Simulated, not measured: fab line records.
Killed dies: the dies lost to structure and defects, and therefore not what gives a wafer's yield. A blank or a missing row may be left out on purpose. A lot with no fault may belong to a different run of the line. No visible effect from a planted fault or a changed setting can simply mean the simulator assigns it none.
Struck lot and sound lot, side by side | flow sky130 | 15 steps out of a route of 708
Sound: wafers L323.1, L323.4, L323.6. Struck: wafer L329.5 (L329.2, L329.3, from the same lot, were not struck and are left out); the cause is given at the end.
For every step that has rows: the tool of each side, followed by ch and its chambers, followed by its first start. Under that, the readings that differ: sound wafers | struck wafers | difference of the means | sigmas: that difference in standard deviations of wafers without a fault.
alike: readings with means less than 2 such deviations apart, plus words and numbers identical on both sides. not compared: withheld readings, readings lacking a value on some wafer, bounds such as >300 that could conceal the same value, and numbers that have no deviation in the record and whose values overlap.
The two part at a step that has a row with sigmas, a row that says differs or no value, or rows on one side only. Non-overlapping numbers with no deviation appear without sigmas and do not part them. A reading that every wafer of one side lacks parts them only if that side has two wafers or more.

SKY_VT_ADJUST_NCORE_STRIP_10: strips in O2/N2.
  sound on plasma asher-01 ch 1, day 8 20:35; struck on plasma asher-01 ch 1, day 10 14:36
  alike: drypump motor current A, oes product au, strip time to endpoint s
  not compared: rf hours counter h
SKY_VT_ADJUST_NCORE_TW_MEAS_11:
  sound on film metro-03 at day 8 20:41; struck on film metro-01 at day 10 14:43
  alike: VT_ADJUST_NCORE_TW
then, 7 steps without rows for these wafers: SKY_VT_ADJUST_HVTR_DEHYDRATE_00 (time 60 s); SKY_VT_ADJUST_HVTR_HMDS_01 (prime time 60 s); SKY_VT_ADJUST_HVTR_COAT_02 (resist thk 1140 nm); SKY_VT_ADJUST_HVTR_SOFTBAKE_03 (time 60 s); SKY_VT_ADJUST_HVTR_EXPOSE_04 (exposes mask HVTRM, target cd 380 nm); SKY_VT_ADJUST_HVTR_PEB_05; SKY_VT_ADJUST_HVTR_DEVELOP_06 (develop time 60 s).
SKY_VT_ADJUST_HVTR_CD_MEAS_07: the cd target is 380 nm.
  sound on cd sem-01 at day 9 19:08; struck on cd sem-02 at day 11 14:17
  alike: cd nm
SKY_VT_ADJUST_HVTR_OVL_MEAS_08:
  sound on overlay-02 at day 9 19:15; struck on overlay-02 at day 11 14:24
  reading                 | sound          | struck | difference | sigmas
  VT_ADJUST_HVTR_OVL (nm) | -2.0 -2.4 -2.8 | 3.6    | +6.0       | +4
following that, these wafers have no rows for 1 step: SKY_VT_ADJUST_HVTR_IMPLANT_09.
SKY_VT_ADJUST_HVTR_STRIP_10: strips in O2/N2.
  sound on plasma asher-01 ch 0,1, day 9 19:26; struck on plasma asher-01 ch 0, day 11 14:35
  reading                      | sound             | struck | difference | sigmas
  oes product au (a.u.)        | 0.719 0.715 0.715 | 0.735  | +0.019     | +4
  strip time to endpoint s (s) | 14.12 14.08 14.13 | 13.68  | -0.43      | -10
  alike: drypump motor current A
  not compared: rf hours counter h
SKY_VT_ADJUST_HVTR_TW_MEAS_11:
  sound on film metro-04 at day 9 19:32; struck on film metro-04 at day 11 14:41
  alike: VT_ADJUST_HVTR_TW
-- a jump in the record: the struck wafers' starts before and after are 36 days apart (it breaks off in module VT_ADJUST_HVTR and resumes in module PAD_OPEN, where the first step shown is number 708 of the route) --
SKY_PAD_OPEN_PROBE_99:
  sound on prober-02 at day 45 19:43; struck on prober-02 at day 47 13:25
  reading            | sound    | struck | difference | sigmas
  killed_at_M0_to_M3 | 42 43 52 | 30     | -16        | -2
  killed dies        | 87 86 93 | 62     | -27        | -3
  killed open        | 45 47 53 | 25     | -23        | -4
  alike: killed_at_M4_up, killed at contacts, killed at front end, killed at other, killed short

## WHERE THEY PART
At SKY_VT_ADJUST_HVTR_OVL_MEAS_08 first; at SKY_PAD_OPEN_PROBE_99 last (within this record only).

WHY: whatever the simulator had introduced
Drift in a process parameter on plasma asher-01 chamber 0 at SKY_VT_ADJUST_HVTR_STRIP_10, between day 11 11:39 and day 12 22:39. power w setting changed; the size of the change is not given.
